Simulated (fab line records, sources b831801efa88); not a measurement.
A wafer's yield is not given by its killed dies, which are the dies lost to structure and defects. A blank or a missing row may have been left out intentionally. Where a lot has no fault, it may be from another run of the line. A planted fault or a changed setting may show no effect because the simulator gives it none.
The tool behind it: which one? :: flow sky130 :: 12 lots with 34 wafers sampled at 6 steps, on a route of 708 steps

== WHAT THE GAUGES READ, wafer by wafer ==
SKY_VIA1_OVL_MEAS_13. Usual: for VIA1_OVL the level is -1 nm and the standard deviation is 5.
lot: L316
measured: day 34 11:16
on: overlay-01
VIA1_OVL (nm): -4 0 -3
flag: 

lot: L315
measured: day 34 13:07
on: overlay-01
VIA1_OVL (nm): -4 1 -7
flag: 

lot: L317
measured: day 34 23:56
on: overlay-01
VIA1_OVL (nm): 3 -3 0
flag: 

lot: L318
measured: day 35 03:16
on: overlay-01
VIA1_OVL (nm): 2 1 -8
flag: 

lot: L320
measured: day 36 02:41
on: overlay-02
VIA1_OVL (nm): 1 0 3
flag: 

lot: L321
measured: day 36 08:22
on: overlay-01
VIA1_OVL (nm): 0 -6 -2
flag: 

lot: L325
measured: day 37 13:46
on: overlay-02
VIA1_OVL (nm): 1 -1
flag: 

lot: L326
measured: day 37 17:10
on: overlay-02
VIA1_OVL (nm): 5 7
flag: 

lot: L333
measured: day 39 19:31
on: overlay-02
VIA1_OVL (nm): 2 -3 -5
flag: 

lot: L334
measured: day 40 06:20
on: overlay-02
VIA1_OVL (nm): -3 -2 1
flag: 

lot: L336
measured: day 40 20:19
on: overlay-02
VIA1_OVL (nm): -11 -1 4
flag: 

lot: L337
measured: day 40 22:35
on: overlay-02
VIA1_OVL (nm): 13 0 5
flag: 

SKY_VIA1_RS_MEAS_22: uses a four-point probe to measure. Usual: for VIA1_W_RS the level is 0.430 ohm/sq and the standard deviation is 0.0046.
lot: L316
measured: day 34 12:08
on: film metro-01
VIA1_W_RS (ohm/sq): 0.429 0.434 0.427
flag: 

lot: L315
measured: day 34 13:59
on: film metro-04
VIA1_W_RS (ohm/sq): 0.422 0.424 0.432
flag: 

lot: L317
measured: day 35 00:49
on: film metro-01
VIA1_W_RS (ohm/sq): 0.438 0.436 0.435
flag: 

lot: L318
measured: day 35 04:14
on: film metro-04
VIA1_W_RS (ohm/sq): 0.431 0.426 0.433
flag: 

lot: L320
measured: day 36 03:38
on: film metro-03
VIA1_W_RS (ohm/sq): 0.429 0.425 0.428
flag: 

lot: L321
measured: day 36 09:16
on: film metro-04
VIA1_W_RS (ohm/sq): 0.432 0.434 0.432
flag: 

lot: L325
measured: day 37 14:38
on: film metro-04
VIA1_W_RS (ohm/sq): 0.464 0.433
flag: OFF

lot: L326
measured: day 37 18:04
on: film metro-01
VIA1_W_RS (ohm/sq): 0.456 0.434
flag: OFF

lot: L333
measured: day 39 20:26
on: film metro-01
VIA1_W_RS (ohm/sq): 0.432 0.431 0.431
flag: 

lot: L334
measured: day 40 07:13
on: film metro-03
VIA1_W_RS (ohm/sq): 0.425 0.420 0.425
flag: 

lot: L336
measured: day 40 21:11
on: film metro-04
VIA1_W_RS (ohm/sq): 0.426 0.434 0.436
flag: 

lot: L337
measured: day 40 23:28
on: film metro-04
VIA1_W_RS (ohm/sq): 0.435 0.434 0.432
flag: 

SKY_VIA1_THK_MEAS_23: measures by xrf. Usual: for VIA1_W_THK the level is 266 nm and the standard deviation is 3.4.
lot: L316
measured: day 34 12:16
on: film metro-01
VIA1_W_THK (nm): 261 257 263
flag: 

lot: L315
measured: day 34 14:07
on: film metro-04
VIA1_W_THK (nm): 271 271 265
flag: 

lot: L317
measured: day 35 00:56
on: film metro-01
VIA1_W_THK (nm): 259 260 261
flag: 

lot: L318
measured: day 35 04:21
on: film metro-04
VIA1_W_THK (nm): 267 271 266
flag: 

lot: L320
measured: day 36 03:45
on: film metro-03
VIA1_W_THK (nm): 269 272 271
flag: 

lot: L321
measured: day 36 09:23
on: film metro-04
VIA1_W_THK (nm): 267 266 266
flag: 

lot: L325
measured: day 37 14:45
on: film metro-04
VIA1_W_THK (nm): 249 267
flag: 

lot: L326
measured: day 37 18:11
on: film metro-01
VIA1_W_THK (nm): 250 264
flag: 

lot: L333
measured: day 39 20:33
on: film metro-01
VIA1_W_THK (nm): 262 263 265
flag: 

lot: L334
measured: day 40 07:20
on: film metro-03
VIA1_W_THK (nm): 269 270 268
flag: 

lot: L336
measured: day 40 21:19
on: film metro-04
VIA1_W_THK (nm): 270 264 264
flag: 

lot: L337
measured: day 40 23:35
on: film metro-04
VIA1_W_THK (nm): 264 266 266
flag: 

SKY_VIA2_THK_MEAS_23: measures by xrf. Usual: for VIA2_W_THK the level is 416 nm and the standard deviation is 7.
lot: L316
measured: day 36 20:29
on: film metro-04
VIA2_W_THK (nm): 417 406 416
flag: 

lot: L315
measured: day 36 22:14
on: film metro-01
VIA2_W_THK (nm): 409 413 414
flag: 

lot: L317
measured: day 37 08:27
on: film metro-01
VIA2_W_THK (nm): 414 417 413
flag: 

lot: L318
measured: day 37 13:02
on: film metro-02
VIA2_W_THK (nm): 427 426 413
flag: 

lot: L320
measured: day 38 11:14
on: film metro-01
VIA2_W_THK (nm): 407 411 405
flag: 

lot: L321
measured: day 38 16:15
on: film metro-02
VIA2_W_THK (nm): 424 420 426
flag: 

lot: L325
measured: day 39 19:46
on: film metro-01
VIA2_W_THK (nm): 410 411
flag: 

lot: L326
measured: day 39 23:28
on: film metro-02
VIA2_W_THK (nm): 413 418
flag: 

lot: L333
measured: day 41 23:53
on: film metro-04
VIA2_W_THK (nm): 421 416 419
flag: 

lot: L334
measured: day 42 09:54
on: film metro-01
VIA2_W_THK (nm): 421 421 402
flag: 

lot: L336
measured: day 42 23:38
on: film metro-04
VIA2_W_THK (nm): 412 404 413
flag: 

lot: L337
measured: day 43 02:06
on: film metro-01
VIA2_W_THK (nm): 415 414 410
flag: 

== EACH LOT AND THE TOOL THAT RAN IT (in order: tool; ch and the chambers of the sampled wafers; start) ==
lot: L316
SKY_VIA1_SPUTTER_20: pvd sputter-01, day 34 11:59
SKY_VIA1_CVD_21: cvd w-02 ch 0,1, day 34 12:02

lot: L315
SKY_VIA1_SPUTTER_20: pvd sputter-01, day 34 13:50
SKY_VIA1_CVD_21: cvd w-01 ch 0,1, day 34 13:53

lot: L317
SKY_VIA1_SPUTTER_20: pvd sputter-04, day 35 00:40
SKY_VIA1_CVD_21: cvd w-02 ch 0,1, day 35 00:43

lot: L318
SKY_VIA1_SPUTTER_20: pvd sputter-04, day 35 04:01
SKY_VIA1_CVD_21: cvd w-01 ch 0,1, day 35 04:08

lot: L320
SKY_VIA1_SPUTTER_20: pvd sputter-02, day 36 03:29
SKY_VIA1_CVD_21: cvd w-01 ch 1, day 36 03:32

lot: L321
SKY_VIA1_SPUTTER_20: pvd sputter-04, day 36 09:05
SKY_VIA1_CVD_21: cvd w-01 ch 0,1, day 36 09:10

lot: L325
SKY_VIA1_SPUTTER_20: pvd sputter-04, day 37 14:28
SKY_VIA1_CVD_21: cvd w-01 ch 1, day 37 14:32

lot: L326
SKY_VIA1_SPUTTER_20: pvd sputter-04, day 37 17:54
SKY_VIA1_CVD_21: cvd w-01 ch 1, day 37 17:58

lot: L333
SKY_VIA1_SPUTTER_20: pvd sputter-04, day 39 20:16
SKY_VIA1_CVD_21: cvd w-02 ch 0,1, day 39 20:19

lot: L334
SKY_VIA1_SPUTTER_20: pvd sputter-01, day 40 07:03
SKY_VIA1_CVD_21: cvd w-02 ch 0,1, day 40 07:07

lot: L336
SKY_VIA1_SPUTTER_20: pvd sputter-01, day 40 21:02
SKY_VIA1_CVD_21: cvd w-01 ch 0,1, day 40 21:06

lot: L337
SKY_VIA1_SPUTTER_20: pvd sputter-01, day 40 23:19
SKY_VIA1_CVD_21: cvd w-01 ch 1, day 40 23:22
- SKY_VIA1_SPUTTER_20: material TiN, target thk 20 nm, time 80 s.
- SKY_VIA1_CVD_21: deposits W, target thk 270 nm, time 80.902 s.

== AS READ BY THE TOOLS THEMSELVES (means over the sampled wafers that have a number; for cases with no such wafer, the mark the record gives instead) ==
SKY_VIA1_SPUTTER_20. Usual: 29.8 % for throttle valve pct, sd 0.9.
lot: L316
tool: pvd sputter-01
throttle valve pct (%): 30.1
flag: 

lot: L315
tool: pvd sputter-01
throttle valve pct (%): 29.7
flag: 

lot: L317
tool: pvd sputter-04
throttle valve pct (%): 28.6
flag: 

lot: L318
tool: pvd sputter-04
throttle valve pct (%): 28.8
flag: 

lot: L320
tool: pvd sputter-02
throttle valve pct (%): 30.5
flag: 

lot: L321
tool: pvd sputter-04
throttle valve pct (%): 29.4
flag: 

lot: L325
tool: pvd sputter-04
throttle valve pct (%): 29.1
flag: 

lot: L326
tool: pvd sputter-04
throttle valve pct (%): 29.2
flag: 

lot: L333
tool: pvd sputter-04
throttle valve pct (%): 29.4
flag: 

lot: L334
tool: pvd sputter-01
throttle valve pct (%): 30.0
flag: 

lot: L336
tool: pvd sputter-01
throttle valve pct (%): 29.1
flag: 

lot: L337
tool: pvd sputter-01
throttle valve pct (%): 29.9
flag: 

SKY_VIA1_CVD_21. Usual: 908 W for heater power w, sd 94.
lot: L316
tool: cvd w-02
heater power w (W): 821
flag: 

lot: L315
tool: cvd w-01
heater power w (W): 940
flag: 

lot: L317
tool: cvd w-02
heater power w (W): 789
flag: 

lot: L318
tool: cvd w-01
heater power w (W): 962
flag: 

lot: L320
tool: cvd w-01
heater power w (W): 1008
flag: 

lot: L321
tool: cvd w-01
heater power w (W): 977
flag: 

lot: L325
tool: cvd w-01
heater power w (W): 992
flag: 

lot: L326
tool: cvd w-01
heater power w (W): 1012
flag: 

lot: L333
tool: cvd w-02
heater power w (W): 761
flag: 

lot: L334
tool: cvd w-02
heater power w (W): 766
flag: 

lot: L336
tool: cvd w-01
heater power w (W): 993
flag: 

lot: L337
tool: cvd w-01
heater power w (W): 1006
flag: 

== THE ANSWER, worked out from the rows above alone ==
Rule: a lot is off if the mean of its wafers that have a number lies more than 3 standard deviations from the usual mean. A lot without any number at a reading at which 4 lots or more have one is off too. All remaining lots with rows at the step are treated as sound. First the gauges in route order, then the tools' own readings, where a lot's mean is used as printed above. The first step at which some lot is off is used, and at that step the reading that is off furthest; a lot without a number counts as furthest.
Off: L325, L326, seen at SKY_VIA1_RS_MEAS_22 (VIA1_W_RS).
If a tool, at a process step before that reading, ran all the lots that are off and no sound lot after the first of them, it fits. The gauges at SKY_VIA1_RS_MEAS_22 are tried like those tools. Not one of the candidates tried fits.

== WHAT HAD BEEN PUT IN BY THE SIMULATOR ==
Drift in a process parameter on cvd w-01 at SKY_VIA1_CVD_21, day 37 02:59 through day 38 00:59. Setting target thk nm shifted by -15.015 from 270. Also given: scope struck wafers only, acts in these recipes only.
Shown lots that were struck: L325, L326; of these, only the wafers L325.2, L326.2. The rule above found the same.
